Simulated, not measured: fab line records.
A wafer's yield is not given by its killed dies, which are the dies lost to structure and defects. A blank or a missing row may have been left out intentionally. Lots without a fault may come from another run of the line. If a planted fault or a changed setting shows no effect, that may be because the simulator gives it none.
fab line records	flow gf180mcu
record: lots: 5	wafers: 15	last-day: 34
route steps=602 shown V5@559 TOP_METAL@567
lots untouched by any fault: they come from a run of this same line in which no faults occurred
start-h: the number of hours between the record's first day and the start of the first shown wafer of the lot	wait-h: time in hours since the lot's previous step	" the same as in the row above	L1.1+2: a single row standing in for several wafers	- no value, or no start given	* or withheld: withheld	< > ~ a bound
route shown NAME@n: names a module that has steps shown in the file, with the first one's number in the route	usual: the fault-free wafers' mean and standard deviation	same: alike in all rows	chamber/n: place in a boat	sites: each site's reading	_std_site: standard deviation across them	_edge_site: outer sites' mean less inner sites'	radius-mm: for every site, how far away it sits from the centre of the wafer	mask NAME#n: copy n	behind: the tool/chamber that last shaped the wafer	hold: why the lot went on hold/how many hours it stayed there/how the hold came to an end	device: the n, p or np transistor that did not switch	end of line: tests of these same wafers at the route's end	a step without rows: its recipe alone	killed: the dies lost at the first sort to structure and to defects; this is not the yield of the wafer	map: shows each die of a wafer: x if killed, . if not, _ if none is there
set.NAME: setting as actually run; set.NAME@STEP: the setting as run at that earlier step	model.NAME: the simulator's own value behind a step, which no gauge read
certain route steps with their lots: each step a table, each wafer a row
services: when a tool's chamber went out of use (start-h, in hours from the record's first day, below 0 if earlier), for how many hours, and the reason
== steps ==
step: GF_V5_STRIP_19
recipe: chemistry: post-etch-residue-remover	time-s: 1200	temp-c: 72.5
step: GF_V5_CLEAN_20
recipe: chemistry: DIW	dry: n2-spin
step: GF_V5_SPUTTER_21
recipe: material: Ti	target-thk-nm: 15	chamber-pressure-pa: 5	power-w: 2500	substrate-temp-c: 200	time-s: 80.02
usual: throttle-valve-pct: 30.2/0.95
lot.wafer	tool	chamber	start-h	wait-h	throttle-valve-pct
L510.1	pvd-sputter-02	-	645.94	0.0	32.1
L510.5	"	-	"	"	30.4
L510.6	"	-	"	"	29.4
L516.1	pvd-sputter-01	-	689.16	0.0	30.0
L516.2	"	-	"	"	30.1
L516.4	"	-	"	"	28.8
L520.3	pvd-sputter-02	-	722.66	0.0	30.5
L520.4	"	-	"	"	32.1
L520.5	"	-	"	"	31.6
L521.1	pvd-sputter-04	-	727.36	0.0	29.3
L521.2	"	-	"	"	29.9
L521.3	"	-	"	"	31.1
L528.3	pvd-sputter-02	-	772.18	0.0	29.0
L528.4	"	-	"	"	31.1
L528.5	"	-	"	"	32.3
step: GF_V5_SPUTTER_22
recipe: material: TiN	target-thk-nm: 10	chamber-pressure-pa: 5	power-w: 4000	time-s: 40
step: GF_V5_CVD_23
recipe: material: W	target-thk-nm: 350	time-s: 104.9	temp-c: 400	pressure-torr: 40
usual: heater-power-w: 842/100
lot.wafer	tool	chamber	start-h	wait-h	heater-power-w
L510.1	cvd-w-01	0	646.04	0.0	968
L510.5	"	0	"	"	985
L510.6	"	1	"	"	874
L516.1	cvd-w-01	0	689.26	0.0	952
L516.2	"	1	"	"	887
L516.4	"	1	"	"	868
L520.3	cvd-w-01	0	722.80	0.1	979
L520.4	"	1	"	"	867
L520.5	"	1	"	"	879
L521.1	cvd-w-02	0	727.46	0.0	723
L521.2	"	1	"	"	788
L521.3	"	1	"	"	789
L528.3	cvd-w-01	1	772.32	0.1	893
L528.4	"	0	"	"	996
L528.5	"	0	"	"	965
step: GF_V5_RS_MEAS_24
recipe: thk-meas-gauge: four-point-probe	reads: W_of_V5_CVD_23+TiN_of_V5_SPUTTER_22+Ti_of_V5_SPUTTER_21
usual: V5_W_RS: 0.329/0.0042
lot.wafer	tool	chamber	start-h	wait-h	V5_W_RS[ohm/sq]
L510.1	film-metro-03	-	646.16	0.1	0.332
L510.5	"	-	"	"	0.332
L510.6	"	-	"	"	0.327
L516.1	film-metro-02	-	689.37	0.1	0.330
L516.2	"	-	"	"	0.331
L516.4	"	-	"	"	0.324
L520.3	film-metro-02	-	722.91	0.1	0.331
L520.4	"	-	"	"	0.336
L520.5	"	-	"	"	0.332
L521.1	film-metro-04	-	727.57	0.1	0.329
L521.2	"	-	"	"	0.334
L521.3	"	-	"	"	0.335
L528.3	film-metro-04	-	772.43	0.1	0.331
L528.4	"	-	"	"	0.332
L528.5	"	-	"	"	0.328
step: GF_V5_THK_MEAS_25
recipe: thk-meas-gauge: xrf	reads: W_of_V5_CVD_23
usual: V5_W_THK: 351/5.8
lot.wafer	tool	chamber	start-h	wait-h	V5_W_THK[nm]
L510.1	film-metro-03	-	646.28	0.1	352
L510.5	"	-	"	"	352
L510.6	"	-	"	"	357
L516.1	film-metro-02	-	689.49	0.1	343
L516.2	"	-	"	"	346
L516.4	"	-	"	"	351
L520.3	film-metro-02	-	723.01	0.1	346
L520.4	"	-	"	"	341
L520.5	"	-	"	"	345
L521.1	film-metro-04	-	727.69	0.1	354
L521.2	"	-	"	"	347
L521.3	"	-	"	"	347
L528.3	film-metro-04	-	772.53	0.1	347
L528.4	"	-	"	"	350
L528.5	"	-	"	"	352
step: GF_V5_CMP_26
recipe: stop-on: SiO2	down-force-psi: 3.5	platen-rpm: 60	t-overpolish-s: 15	target-thk-nm: 0	pad-velocity-m-s: 0.94248
usual: head-pressure-psi: 3.499/0.0068	motor-current-A: 10.9/0.98	overpolish-run-s: 15.000/0.0089	time-to-endpoint-s: 89/3
lot.wafer	tool	chamber	start-h	wait-h	head-pressure-psi	motor-current-A	overpolish-run-s	time-to-endpoint-s
L510.1	cmp-01	3	646.34	0.1	3.499	11.5	14.988	89
L510.5	"	3	"	"	3.500	12.0	14.999	87
L510.6	"	0	"	"	3.502	10.4	15.013	91
L516.2	cmp-02	0	689.55	0.0	3.488	10.7	14.997	90
L516.4	"	2	"	"	3.493	11.2	15.011	90
L516.1	"	3	"	"	3.504	10.2	14.987	89
L520.3	cmp-01	1	723.15	0.1	3.500	9.9	15.006	89
L520.4	"	2	"	"	3.497	10.0	15.010	87
L520.5	"	0	"	"	3.493	10.6	14.994	90
L521.3	cmp-02	3	749.27	21.5	3.502	9.6	14.991	88
L521.2	"	1	"	"	3.508	12.8	14.997	83
L521.1	"	2	"	"	3.495	11.6	14.983	90
L528.4	cmp-01	0	775.90	3.3	3.498	10.0	14.991	87
L528.3	"	2	"	"	3.493	9.5	15.013	86
L528.5	"	0	"	"	3.494	10.3	14.996	86
step: GF_TOP_METAL_SPUTTER_00
recipe: material: Ti	target-thk-nm: 37.5	arriving-ion-energy-ev: 80	substrate-temp-c: 200	chamber-pressure-pa: 2	power-w: 4000	time-s: 150
step: GF_TOP_METAL_SPUTTER_01
recipe: material: TiN	target-thk-nm: 30	power-w: 6500	time-s: 25	chamber-pressure-pa: 0.4
step: GF_TOP_METAL_SPUTTER_02
recipe: material: AlCu	target-thk-nm: 900	power-w: 10600	chamber-pressure-pa: 0.3	substrate-temp-c: 250	gas: Ar	time-s: 47.82
usual: throttle-valve-pct: 29.6/0.85
lot.wafer	tool	chamber	start-h	wait-h	throttle-valve-pct
L510.1	pvd-sputter-01	-	646.77	0.0	30.1
L510.5	"	-	"	"	29.1
L510.6	"	-	"	"	30.1
L516.1	pvd-sputter-03	-	689.98	0.0	28.2
L516.2	"	-	"	"	29.2
L516.4	"	-	"	"	29.2
L520.3	pvd-sputter-01	-	723.48	0.0	30.1
L520.4	"	-	"	"	30.6
L520.5	"	-	"	"	29.1
L521.1	pvd-sputter-03	-	749.70	0.0	30.7
L521.2	"	-	"	"	28.3
L521.3	"	-	"	"	28.7
L528.3	pvd-sputter-04	-	776.28	0.0	29.2
L528.4	"	-	"	"	29.2
L528.5	"	-	"	"	29.4
step: GF_TOP_METAL_SPUTTER_03
recipe: material: Ti	target-thk-nm: 5	substrate-temp-c: 300	chamber-pressure-pa: 0.3	power-w: 3000	time-s: 3.3
step: GF_TOP_METAL_SPUTTER_04
recipe: material: TiN	target-thk-nm: 25	power-w: 6500	time-s: 20.8	chamber-pressure-pa: 0.4
usual: throttle-valve-pct: 29.6/0.86
lot.wafer	tool	chamber	start-h	wait-h	throttle-valve-pct	model.TiN_of_TOP_METAL_SPUTTER_04.thk-nm
L510.1	pvd-sputter-01	-	646.83	0.0	30.0	24.64
L510.5	"	-	"	"	29.2	25.12
L510.6	"	-	"	"	30.1	24.66
L516.1	pvd-sputter-03	-	690.05	0.0	28.2	25.2
L516.2	"	-	"	"	29.0	24.74
L516.4	"	-	"	"	29.0	25.04
L520.3	pvd-sputter-01	-	723.55	0.0	30.0	25.12
L520.4	"	-	"	"	30.4	24.8
L520.5	"	-	"	"	29.3	24.92
L521.1	pvd-sputter-03	-	749.76	0.0	30.8	24.12
L521.2	"	-	"	"	28.1	25.2
L521.3	"	-	"	"	28.9	24.96
L528.3	pvd-sputter-04	-	776.34	0.0	29.2	24.76
L528.4	"	-	"	"	29.1	24.9
L528.5	"	-	"	"	29.9	25.04
step: GF_TOP_METAL_RS_MEAS_05
recipe: thk-meas-gauge: four-point-probe	reads: TiN_of_TOP_METAL_SPUTTER_04+Ti_of_TOP_METAL_SPUTTER_03+AlCu_of_TOP_METAL_SPUTTER_02+TiN_of_TOP_METAL_SPUTTER_01+Ti_of_TOP_METAL_SPUTTER_00
usual: TOP_METAL_ALCU_RS: 0.0327/0.00039
lot.wafer	tool	chamber	start-h	wait-h	TOP_METAL_ALCU_RS[ohm/sq]
L510.1	film-metro-01	-	646.86	0.0	0.0322
L510.5	"	-	"	"	0.0323
L510.6	"	-	"	"	0.0323
L516.1	film-metro-02	-	690.07	0.0	0.0325
L516.2	"	-	"	"	0.0322
L516.4	"	-	"	"	0.0327
L520.3	film-metro-02	-	723.61	0.1	0.0324
L520.4	"	-	"	"	0.0327
L520.5	"	-	"	"	0.0322
L521.1	film-metro-04	-	749.79	0.0	0.0324
L521.2	"	-	"	"	0.0327
L521.3	"	-	"	"	0.0331
L528.3	film-metro-02	-	776.41	0.1	0.0327
L528.4	"	-	"	"	0.0330
L528.5	"	-	"	"	0.0331
step: GF_TOP_METAL_THK_MEAS_06
recipe: thk-meas-gauge: xrf	reads: AlCu_of_TOP_METAL_SPUTTER_02
usual: TOP_METAL_ALCU_THK: 905/13
lot.wafer	tool	chamber	start-h	wait-h	TOP_METAL_ALCU_THK[nm]
L510.1	film-metro-01	-	646.98	0.1	923
L510.5	"	-	"	"	918
L510.6	"	-	"	"	920
L516.1	film-metro-02	-	690.19	0.1	908
L516.2	"	-	"	"	921
L516.4	"	-	"	"	903
L520.3	film-metro-02	-	723.71	0.1	922
L520.4	"	-	"	"	913
L520.5	"	-	"	"	923
L521.1	film-metro-04	-	749.91	0.1	906
L521.2	"	-	"	"	897
L521.3	"	-	"	"	888
L528.3	film-metro-02	-	776.51	0.1	915
L528.4	"	-	"	"	906
L528.5	"	-	"	"	904
step: GF_TOP_METAL_DEHYDRATE_07
recipe: temp-c: 200	time-s: 60
step: GF_TOP_METAL_HMDS_08
recipe: prime-time-s: 60	prime-temp-c: 120
step: GF_TOP_METAL_COAT_09
recipe: resist: NOVOLAK	spin-rpm: 3000	resist-thk-nm: 1500
step: GF_TOP_METAL_SOFTBAKE_10
recipe: temp-c: 90	time-s: 60	resist: NOVOLAK
step: GF_TOP_METAL_EXPOSE_11
recipe: mask-id: MetalTop	target-cd-nm: 440	na: 0.6	source-shape: conventional	sigma-outer: 0.6	dose-mj: 170
step: GF_TOP_METAL_PEB_12
recipe: temp-c: withheld	time-s: *	resist: NOVOLAK
step: GF_TOP_METAL_DEVELOP_13
recipe: develop-time-s: 60	dev-temp-c: 23
step: GF_TOP_METAL_CD_MEAS_14
recipe: target-cd-nm: 440
usual: cd-nm: 440.0/2.5
lot.wafer	tool	chamber	start-h	wait-h	cd-nm
L510.1	cd-sem-02	-	666.27	0.1	443.4
L510.5	"	-	"	"	444.3
L510.6	"	-	"	"	444.0
L516.1	cd-sem-01	-	709.07	0.1	439.6
L516.2	"	-	"	"	438.8
L516.4	"	-	"	"	439.5
L520.3	cd-sem-01	-	738.22	0.1	438.8
L520.4	"	-	"	"	441.4
L520.5	"	-	"	"	444.2
L521.1	cd-sem-01	-	753.17	0.1	439.7
L521.2	"	-	"	"	440.7
L521.3	"	-	"	"	439.4
L528.3	cd-sem-02	-	791.27	0.1	436.1
L528.4	"	-	"	"	435.2
L528.5	"	-	"	"	436.7
step: GF_TOP_METAL_OVL_MEAS_15
usual: TOP_METAL_OVL: 0.4/1.4
lot.wafer	tool	chamber	start-h	wait-h	TOP_METAL_OVL[nm]
L510.1	overlay-02	-	666.39	0.1	0.8
L510.5	"	-	"	"	-1.4
L510.6	"	-	"	"	1.1
L516.1	overlay-01	-	709.19	0.1	2.2
L516.2	"	-	"	"	2.7
L516.4	"	-	"	"	1.4
L520.3	overlay-01	-	738.31	0.1	3.2
L520.4	"	-	"	"	3.1
L520.5	"	-	"	"	2.5
L521.1	overlay-01	-	753.29	0.1	0.0
L521.2	"	-	"	"	-0.1
L521.3	"	-	"	"	0.5
L528.3	overlay-01	-	791.36	0.1	0.9
L528.4	"	-	"	"	-0.1
L528.5	"	-	"	"	0.2
step: GF_TOP_METAL_METAL_ETCH_16
recipe: chemistry: Cl2/BCl3	mask-material: NOVOLAK	target-depth-nm: 1197	stop-on: SiO2	pressure-mtorr: 8	icp-w: 800	bias-w: 140	Cl2_flow_sccm: 80	bcl3-flow-sccm: 40	time-s: 199.5
usual: drypump-motor-current-A: 5.8/0.61	oes-product-au: 0.991/0.0057	throttle-valve-pct: 28.229/0.0099
lot.wafer	tool	chamber	start-h	wait-h	drypump-motor-current-A	oes-product-au	rf-hours-counter-h	throttle-valve-pct
L510.1	rie-metal-04	1	666.43	0.0	4.9	0.992	5	28.222
L510.5	"	1	"	"	4.9	0.998	-	28.228
L510.6	"	0	"	"	6.1	0.994	-	28.246
L516.1	rie-metal-01	0	709.23	0.0	6.3	0.994	15	28.253
L516.2	"	0	"	"	6.3	0.982	-	28.219
L516.4	"	0	"	"	6.3	0.988	-	28.237
L520.3	rie-metal-01	1	738.40	0.1	5.4	0.994	-	28.227
L520.4	"	0	"	"	6.3	0.996	-	28.226
L520.5	"	1	"	"	5.4	0.994	-	28.214
L521.1	rie-metal-04	0	753.33	0.0	6.1	0.986	12	28.240
L521.2	"	1	"	"	4.8	0.996	9	28.222
L521.3	"	1	"	"	4.8	1.000	-	28.235
L528.3	rie-metal-01	0	791.45	0.1	6.3	0.997	-	28.221
L528.4	"	1	"	"	5.4	0.993	-	28.228
L528.5	"	1	"	"	5.4	0.996	-	28.231
step: GF_TOP_METAL_STRIP_17
recipe: chemistry: O2/N2	power-w: 1400	pressure-mtorr: 1500	platen-temp-c: 250	o2-flow-sccm: 3000	n2-flow-sccm: 300	overash-fraction: 0.5
step: GF_TOP_METAL_STRIP_18
recipe: chemistry: post-etch-residue-remover	time-s: 1200	temp-c: 72.5
lot.wafer	tool	chamber	start-h	wait-h	model.TiN_of_TOP_METAL_SPUTTER_04.thk-nm
L510.1	wet-bench-01	1	666.72	0.1	24.23
L510.5	"	1	"	"	24.7
L510.6	"	1	"	"	24.25
L516.1	wet-bench-04	3	709.71	0.1	24.78
L516.2	"	3	"	"	24.33
L516.4	"	3	"	"	24.63
L520.3	wet-bench-02	0	738.63	0.0	24.7
L520.4	"	0	"	"	24.38
L520.5	"	0	"	"	24.5
L521.1	wet-bench-02	2	753.62	0.1	23.7
L521.2	"	2	"	"	24.78
L521.3	"	2	"	"	24.54
L528.3	wet-bench-01	2	791.68	0.0	24.34
L528.4	"	2	"	"	24.48
L528.5	"	2	"	"	24.62
step: GF_TOP_METAL_CLEAN_19
recipe: chemistry: DIW	dry: n2-spin
== services ==
tool	chamber	start-h	hours	kind
pvd-sputter-01	-	631.86	8.5	repair
rie-metal-01	0	653.32	3.5	repair
pvd-sputter-03	2	662.87	-	consumable-replace:kit
pvd-sputter-03	2	662.87	18.0	scheduled-down
pvd-sputter-03	2	662.87	18.0	vent-cycle
cmp-02	-	672.38	3.4	pm
pvd-sputter-03	-	682.18	2.4	repair
pvd-sputter-01	1	702.45	-	consumable-replace:kit
pvd-sputter-01	1	702.45	18.0	scheduled-down
pvd-sputter-01	1	702.45	18.0	vent-cycle
cmp-02	-	704.18	2.2	repair
cvd-w-01	-	705.94	1.8	repair
cmp-02	-	709.46	0.5	repair
cmp-02	-	720.03	24.3	pm
cmp-01	-	726.61	44.7	repair
cmp-02	-	744.37	4.0	pm
pvd-sputter-02	-	745.47	0.8	repair
cmp-01	-	752.04	2.0	repair
wet-bench-02	-	762.88	3.5	repair
pvd-sputter-01	0	777.27	-	consumable-replace:kit
pvd-sputter-01	0	777.27	18.0	scheduled-down
pvd-sputter-01	0	777.27	18.0	vent-cycle
pvd-sputter-03	1	777.69	-	consumable-replace:kit
pvd-sputter-03	1	777.69	18.0	scheduled-down
== key ==
first-sign none at tools or gauges
model-effect: step: GF_TOP_METAL_SPUTTER_04	value: TiN_of_TOP_METAL_SPUTTER_04.thk-nm	without: 24.5	struck: 25.12
model-effect: step: GF_TOP_METAL_STRIP_18	value: TiN_of_TOP_METAL_SPUTTER_04.thk-nm	without: 24.08	struck: 24.7
met-at GF_TOP_METAL_SPUTTER_04
struck-wafers L520.3
onset-between 646.83 723.55
fault: kind: process-parameter-drift	tool: pvd-sputter-01	chamber: -	onset-h: 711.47	steps: GF_TOP_METAL_SPUTTER_04	channel: time-s	offset: *	shape: step	end-h: 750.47	scope: struck-wafers-only	acts-in: *	stated: *
